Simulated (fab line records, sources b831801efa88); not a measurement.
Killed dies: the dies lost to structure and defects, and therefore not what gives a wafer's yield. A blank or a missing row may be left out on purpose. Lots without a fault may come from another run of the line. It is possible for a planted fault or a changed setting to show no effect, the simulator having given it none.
Which of the tools did it? || flow gf180mcu || 15 lots with 45 wafers sampled at 4 steps, on a route of 602 steps

## WHAT EACH GAUGE READ, for each wafer
The record lacks any reading of a measuring or inspecting step that a usual standard deviation could be used to judge.

## EACH LOT AND THE TOOL THAT RAN IT (in order: tool; ch and the chambers of the sampled wafers; start)
{"lot": "L285", "GF_HV_LDD_RTA_52": "rtpAnneal-01 ch 0, day 12 05:48", "GF_HV_LDD_ETCHBACK_58": "rieDiel-03 ch 0,1,2, day 12 15:09", "GF_SAB_EXPOSE_06": "ilineStepper-02 ch 0, day 14 19:29", "GF_CONTACT_CVD_02": "pecvd-03 ch 0,1, day 15 07:18"}
{"lot": "L286", "GF_HV_LDD_RTA_52": "rtpAnneal-02 ch 0, day 12 18:23", "GF_HV_LDD_ETCHBACK_58": "rieDiel-04 ch 1,2,3, day 12 21:08", "GF_SAB_EXPOSE_06": "ilineStepper-02 ch 0, day 15 01:42", "GF_CONTACT_CVD_02": "pecvd-04 ch 0,1,2, day 15 13:42"}
{"lot": "L287", "GF_HV_LDD_RTA_52": "rtpAnneal-02 ch 0, day 13 03:51", "GF_HV_LDD_ETCHBACK_58": "rieDiel-01 ch 0,2,3, day 13 07:03", "GF_SAB_EXPOSE_06": "ilineStepper-01 ch 0, day 15 13:13", "GF_CONTACT_CVD_02": "pecvd-03 ch 0,1,2, day 16 00:57"}
{"lot": "L290", "GF_HV_LDD_RTA_52": "rtpAnneal-02 ch 0, day 13 21:08", "GF_HV_LDD_ETCHBACK_58": "rieDiel-03 ch 1,2,3, day 14 00:01", "GF_SAB_EXPOSE_06": "ilineStepper-02, day 16 06:52", "GF_CONTACT_CVD_02": "-"}
{"lot": "L291", "GF_HV_LDD_RTA_52": "rtpAnneal-02 ch 0, day 14 05:50", "GF_HV_LDD_ETCHBACK_58": "rieDiel-03 ch 0,2,3, day 14 08:36", "GF_SAB_EXPOSE_06": "ilineStepper-01, day 16 15:33", "GF_CONTACT_CVD_02": "-"}
{"lot": "L292", "GF_HV_LDD_RTA_52": "rtpAnneal-02 ch 0, day 14 11:52", "GF_HV_LDD_ETCHBACK_58": "rieDiel-01 ch 1,2,3, day 14 14:37", "GF_SAB_EXPOSE_06": "ilineStepper-01, day 16 21:11", "GF_CONTACT_CVD_02": "-"}
{"lot": "L297", "GF_HV_LDD_RTA_52": "rtpAnneal-01 ch 0, day 16 05:24", "GF_HV_LDD_ETCHBACK_58": "rieDiel-01 ch 0,1,3, day 16 08:08", "GF_SAB_EXPOSE_06": "ilineStepper-01 ch 0, day 18 19:37", "GF_CONTACT_CVD_02": "pecvd-03 ch 0,1,2, day 19 08:40"}
{"lot": "L298", "GF_HV_LDD_RTA_52": "rtpAnneal-01 ch 0, day 16 15:17", "GF_HV_LDD_ETCHBACK_58": "rieDiel-03 ch 1,2,3, day 16 18:03", "GF_SAB_EXPOSE_06": "ilineStepper-02 ch 0, day 19 05:31", "GF_CONTACT_CVD_02": "pecvd-04 ch 0,2, day 19 18:29"}
{"lot": "L299", "GF_HV_LDD_RTA_52": "rtpAnneal-02 ch 0, day 16 21:23", "GF_HV_LDD_ETCHBACK_58": "rieDiel-04 ch 0,1,2, day 17 00:08", "GF_SAB_EXPOSE_06": "ilineStepper-02 ch 0, day 19 12:07", "GF_CONTACT_CVD_02": "pecvd-02 ch 0,2, day 20 00:25"}
{"lot": "L300", "GF_HV_LDD_RTA_52": "rtpAnneal-01 ch 0, day 17 03:41", "GF_HV_LDD_ETCHBACK_58": "rieDiel-03 ch 0,2,3, day 17 06:26", "GF_SAB_EXPOSE_06": "ilineStepper-02 ch 0, day 19 18:58", "GF_CONTACT_CVD_02": "pecvd-02 ch 0,1,2, day 20 07:57"}
{"lot": "L301", "GF_HV_LDD_RTA_52": "rtpAnneal-01 ch 0, day 17 10:07", "GF_HV_LDD_ETCHBACK_58": "rieDiel-01 ch 1,2, day 17 12:56", "GF_SAB_EXPOSE_06": "ilineStepper-02 ch 0, day 20 01:03", "GF_CONTACT_CVD_02": "pecvd-03 ch 0,2, day 20 14:13"}
{"lot": "L303", "GF_HV_LDD_RTA_52": "rtpAnneal-01 ch 0, day 18 12:04", "GF_HV_LDD_ETCHBACK_58": "rieDiel-04 ch 0,3, day 18 14:48", "GF_SAB_EXPOSE_06": "ilineStepper-01 ch 0, day 21 03:09", "GF_CONTACT_CVD_02": "pecvd-03 ch 0,1,2, day 21 16:11"}
{"lot": "L304", "GF_HV_LDD_RTA_52": "rtpAnneal-01 ch 0, day 18 16:33", "GF_HV_LDD_ETCHBACK_58": "rieDiel-04 ch 1,2,3, day 18 19:18", "GF_SAB_EXPOSE_06": "ilineStepper-02 ch 0, day 21 07:58", "GF_CONTACT_CVD_02": "pecvd-03 ch 0,1,2, day 21 20:53"}
{"lot": "L305", "GF_HV_LDD_RTA_52": "rtpAnneal-01 ch 0, day 19 10:38", "GF_HV_LDD_ETCHBACK_58": "rieDiel-04 ch 1,2,3, day 19 14:43", "GF_SAB_EXPOSE_06": "ilineStepper-01 ch 0, day 22 02:18", "GF_CONTACT_CVD_02": "pecvd-02 ch 0,1,2, day 22 14:34"}
{"lot": "L306", "GF_HV_LDD_RTA_52": "rtpAnneal-01 ch 0, day 20 02:26", "GF_HV_LDD_ETCHBACK_58": "rieDiel-03 ch 1,2, day 20 05:12", "GF_SAB_EXPOSE_06": "ilineStepper-01 ch 0, day 22 16:56", "GF_CONTACT_CVD_02": "pecvd-04 ch 0,1,2, day 23 04:26"}
- GF_HV_LDD_RTA_52: time 10.53 s.
- GF_HV_LDD_ETCHBACK_58: etches Si3N4 in CH3F/O2, stops on SiO2, time 100 s, target depth 90 nm.
- GF_SAB_EXPOSE_06: exposes mask SAB, target cd 420 nm.
- GF_CONTACT_CVD_02: deposits SiO2 from TEOS, target thk 860 nm, time 95.992 s.

## AS READ BY THE TOOLS THEMSELVES (means over the sampled wafers that have a number; for cases with no such wafer, the mark the record gives instead)
GF_HV_LDD_RTA_52. Usual: lampPowerPct 32.2 %, standard deviation 1.1; wafer_temp_C_max 1005.9, standard deviation 1.4.
{"lot": "L285", "tool": "rtpAnneal-01", "lampPowerPct (%)": 33.2, "wafer_temp_C_max": 1005.4, "flag": ""}
{"lot": "L286", "tool": "rtpAnneal-02", "lampPowerPct (%)": 30.9, "wafer_temp_C_max": 1006.6, "flag": ""}
{"lot": "L287", "tool": "rtpAnneal-02", "lampPowerPct (%)": 30.9, "wafer_temp_C_max": 1007.0, "flag": ""}
{"lot": "L290", "tool": "rtpAnneal-02", "lampPowerPct (%)": 30.9, "wafer_temp_C_max": 1006.4, "flag": ""}
{"lot": "L291", "tool": "rtpAnneal-02", "lampPowerPct (%)": 30.9, "wafer_temp_C_max": 1006.3, "flag": ""}
{"lot": "L292", "tool": "rtpAnneal-02", "lampPowerPct (%)": 30.9, "wafer_temp_C_max": 1005.0, "flag": ""}
{"lot": "L297", "tool": "rtpAnneal-01", "lampPowerPct (%)": 33.2, "wafer_temp_C_max": 1005.2, "flag": ""}
{"lot": "L298", "tool": "rtpAnneal-01", "lampPowerPct (%)": 33.2, "wafer_temp_C_max": 1005.4, "flag": ""}
{"lot": "L299", "tool": "rtpAnneal-02", "lampPowerPct (%)": 30.9, "wafer_temp_C_max": 1006.7, "flag": ""}
{"lot": "L300", "tool": "rtpAnneal-01", "lampPowerPct (%)": 33.2, "wafer_temp_C_max": 1004.8, "flag": ""}
{"lot": "L301", "tool": "rtpAnneal-01", "lampPowerPct (%)": 33.2, "wafer_temp_C_max": 1005.1, "flag": ""}
{"lot": "L303", "tool": "rtpAnneal-01", "lampPowerPct (%)": 33.2, "wafer_temp_C_max": 1005.3, "flag": ""}
{"lot": "L304", "tool": "rtpAnneal-01", "lampPowerPct (%)": 33.2, "wafer_temp_C_max": 1004.5, "flag": ""}
{"lot": "L305", "tool": "rtpAnneal-01", "lampPowerPct (%)": 33.2, "wafer_temp_C_max": 1006.0, "flag": ""}
{"lot": "L306", "tool": "rtpAnneal-01", "lampPowerPct (%)": 33.2, "wafer_temp_C_max": 1005.3, "flag": ""}

GF_HV_LDD_ETCHBACK_58. Usual: drypumpMotorCurrentA 5.6 A, standard deviation 0.47; oesProductAu 0.845 a.u., standard deviation 0.0058; throttleValvePct 10.562 %, standard deviation 0.0088.
{"lot": "L285", "tool": "rieDiel-03", "drypumpMotorCurrentA (A)": 5.9, "oesProductAu (a.u.)": 0.840, "throttleValvePct (%)": 10.556, "flag": ""}
{"lot": "L286", "tool": "rieDiel-04", "drypumpMotorCurrentA (A)": 5.2, "oesProductAu (a.u.)": 0.842, "throttleValvePct (%)": 10.576, "flag": ""}
{"lot": "L287", "tool": "rieDiel-01", "drypumpMotorCurrentA (A)": 5.6, "oesProductAu (a.u.)": 0.841, "throttleValvePct (%)": 10.561, "flag": ""}
{"lot": "L290", "tool": "rieDiel-03", "drypumpMotorCurrentA (A)": 6.0, "oesProductAu (a.u.)": 0.840, "throttleValvePct (%)": 10.551, "flag": ""}
{"lot": "L291", "tool": "rieDiel-03", "drypumpMotorCurrentA (A)": 6.1, "oesProductAu (a.u.)": 0.838, "throttleValvePct (%)": 10.561, "flag": ""}
{"lot": "L292", "tool": "rieDiel-01", "drypumpMotorCurrentA (A)": 5.8, "oesProductAu (a.u.)": 0.842, "throttleValvePct (%)": 10.558, "flag": ""}
{"lot": "L297", "tool": "rieDiel-01", "drypumpMotorCurrentA (A)": 5.4, "oesProductAu (a.u.)": 0.838, "throttleValvePct (%)": 10.571, "flag": ""}
{"lot": "L298", "tool": "rieDiel-03", "drypumpMotorCurrentA (A)": 6.0, "oesProductAu (a.u.)": 0.847, "throttleValvePct (%)": 10.568, "flag": ""}
{"lot": "L299", "tool": "rieDiel-04", "drypumpMotorCurrentA (A)": 5.3, "oesProductAu (a.u.)": 0.849, "throttleValvePct (%)": 10.559, "flag": ""}
{"lot": "L300", "tool": "rieDiel-03", "drypumpMotorCurrentA (A)": 6.1, "oesProductAu (a.u.)": 0.853, "throttleValvePct (%)": 10.566, "flag": ""}
{"lot": "L301", "tool": "rieDiel-01", "drypumpMotorCurrentA (A)": 5.5, "oesProductAu (a.u.)": 0.847, "throttleValvePct (%)": 10.565, "flag": ""}
{"lot": "L303", "tool": "rieDiel-04", "drypumpMotorCurrentA (A)": 5.7, "oesProductAu (a.u.)": 0.847, "throttleValvePct (%)": 10.560, "flag": ""}
{"lot": "L304", "tool": "rieDiel-04", "drypumpMotorCurrentA (A)": 5.2, "oesProductAu (a.u.)": 0.848, "throttleValvePct (%)": 10.567, "flag": ""}
{"lot": "L305", "tool": "rieDiel-04", "drypumpMotorCurrentA (A)": 5.2, "oesProductAu (a.u.)": 0.840, "throttleValvePct (%)": 10.558, "flag": ""}
{"lot": "L306", "tool": "rieDiel-03", "drypumpMotorCurrentA (A)": 5.8, "oesProductAu (a.u.)": 0.842, "throttleValvePct (%)": 10.568, "flag": ""}

GF_SAB_EXPOSE_06. Usual: exposureDoseMJCm2 139.91, standard deviation 0.14; focusOffsetNm 0.1 nm, standard deviation 0.48; stageVelMmS 500.06 mm/s, standard deviation 0.24.
{"lot": "L285", "tool": "ilineStepper-02", "exposureDoseMJCm2": 139.94, "focusOffsetNm (nm)": 0.3, "stageVelMmS (mm/s)": 500.25, "flag": ""}
{"lot": "L286", "tool": "ilineStepper-02", "exposureDoseMJCm2": 139.99, "focusOffsetNm (nm)": -0.5, "stageVelMmS (mm/s)": 499.92, "flag": ""}
{"lot": "L287", "tool": "ilineStepper-01", "exposureDoseMJCm2": 139.93, "focusOffsetNm (nm)": 0.3, "stageVelMmS (mm/s)": 500.01, "flag": ""}
{"lot": "L290", "tool": "ilineStepper-02", "exposureDoseMJCm2": "-", "focusOffsetNm (nm)": "-", "stageVelMmS (mm/s)": "-", "flag": "OFF"}
{"lot": "L291", "tool": "ilineStepper-01", "exposureDoseMJCm2": "-", "focusOffsetNm (nm)": "-", "stageVelMmS (mm/s)": "-", "flag": "OFF"}
{"lot": "L292", "tool": "ilineStepper-01", "exposureDoseMJCm2": "-", "focusOffsetNm (nm)": "-", "stageVelMmS (mm/s)": "-", "flag": "OFF"}
{"lot": "L297", "tool": "ilineStepper-01", "exposureDoseMJCm2": 139.78, "focusOffsetNm (nm)": -0.0, "stageVelMmS (mm/s)": 500.04, "flag": ""}
{"lot": "L298", "tool": "ilineStepper-02", "exposureDoseMJCm2": 139.84, "focusOffsetNm (nm)": 0.3, "stageVelMmS (mm/s)": 500.20, "flag": ""}
{"lot": "L299", "tool": "ilineStepper-02", "exposureDoseMJCm2": 140.00, "focusOffsetNm (nm)": -0.0, "stageVelMmS (mm/s)": 499.96, "flag": ""}
{"lot": "L300", "tool": "ilineStepper-02", "exposureDoseMJCm2": 139.74, "focusOffsetNm (nm)": 0.6, "stageVelMmS (mm/s)": 500.47, "flag": ""}
{"lot": "L301", "tool": "ilineStepper-02", "exposureDoseMJCm2": 139.83, "focusOffsetNm (nm)": 0.5, "stageVelMmS (mm/s)": 500.07, "flag": ""}
{"lot": "L303", "tool": "ilineStepper-01", "exposureDoseMJCm2": 139.87, "focusOffsetNm (nm)": 0.1, "stageVelMmS (mm/s)": 500.18, "flag": ""}
{"lot": "L304", "tool": "ilineStepper-02", "exposureDoseMJCm2": 139.97, "focusOffsetNm (nm)": 0.3, "stageVelMmS (mm/s)": 500.12, "flag": ""}
{"lot": "L305", "tool": "ilineStepper-01", "exposureDoseMJCm2": 139.79, "focusOffsetNm (nm)": 0.6, "stageVelMmS (mm/s)": 499.88, "flag": ""}
{"lot": "L306", "tool": "ilineStepper-01", "exposureDoseMJCm2": 139.96, "focusOffsetNm (nm)": 0.1, "stageVelMmS (mm/s)": 500.30, "flag": ""}

GF_CONTACT_CVD_02. Usual: heaterPowerW reads 658 W (standard deviation 110).
{"lot": "L285", "tool": "pecvd-03", "heaterPowerW (W)": 643, "flag": ""}
{"lot": "L286", "tool": "pecvd-04", "heaterPowerW (W)": 684, "flag": ""}
{"lot": "L287", "tool": "pecvd-03", "heaterPowerW (W)": 616, "flag": ""}
{"lot": "L297", "tool": "pecvd-03", "heaterPowerW (W)": 566, "flag": ""}
{"lot": "L298", "tool": "pecvd-04", "heaterPowerW (W)": 585, "flag": ""}
{"lot": "L299", "tool": "pecvd-02", "heaterPowerW (W)": 714, "flag": ""}
{"lot": "L300", "tool": "pecvd-02", "heaterPowerW (W)": 764, "flag": ""}
{"lot": "L301", "tool": "pecvd-03", "heaterPowerW (W)": 609, "flag": ""}
{"lot": "L303", "tool": "pecvd-03", "heaterPowerW (W)": 600, "flag": ""}
{"lot": "L304", "tool": "pecvd-03", "heaterPowerW (W)": 607, "flag": ""}
{"lot": "L305", "tool": "pecvd-02", "heaterPowerW (W)": 728, "flag": ""}
{"lot": "L306", "tool": "pecvd-04", "heaterPowerW (W)": 687, "flag": ""}

## THE ANSWER, worked out from the rows above alone
Rule: a lot is off if the mean of its wafers that have a number lies more than 3 standard deviations from the usual mean. A lot without any number at a reading at which 4 lots or more have one is off too. Any other lot the step has rows for is counted as sound. Order of review: gauges by route order, followed by the tools' own readings, for which a lot's mean as printed above is used. The first step at which some lot is off is used, and at that step the reading that is off furthest; a lot without a number counts as furthest.
Off: L290, L291, L292, at GF_SAB_EXPOSE_06 (exposureDoseMJCm2). Without a number there: L290, L291, L292.
A tool fits if, at that step or a process step before it, it ran every lot that is off, and no sound lot after the first of them. No candidate that was tried fits.

## WHAT THE SIMULATOR HAD PUT IN
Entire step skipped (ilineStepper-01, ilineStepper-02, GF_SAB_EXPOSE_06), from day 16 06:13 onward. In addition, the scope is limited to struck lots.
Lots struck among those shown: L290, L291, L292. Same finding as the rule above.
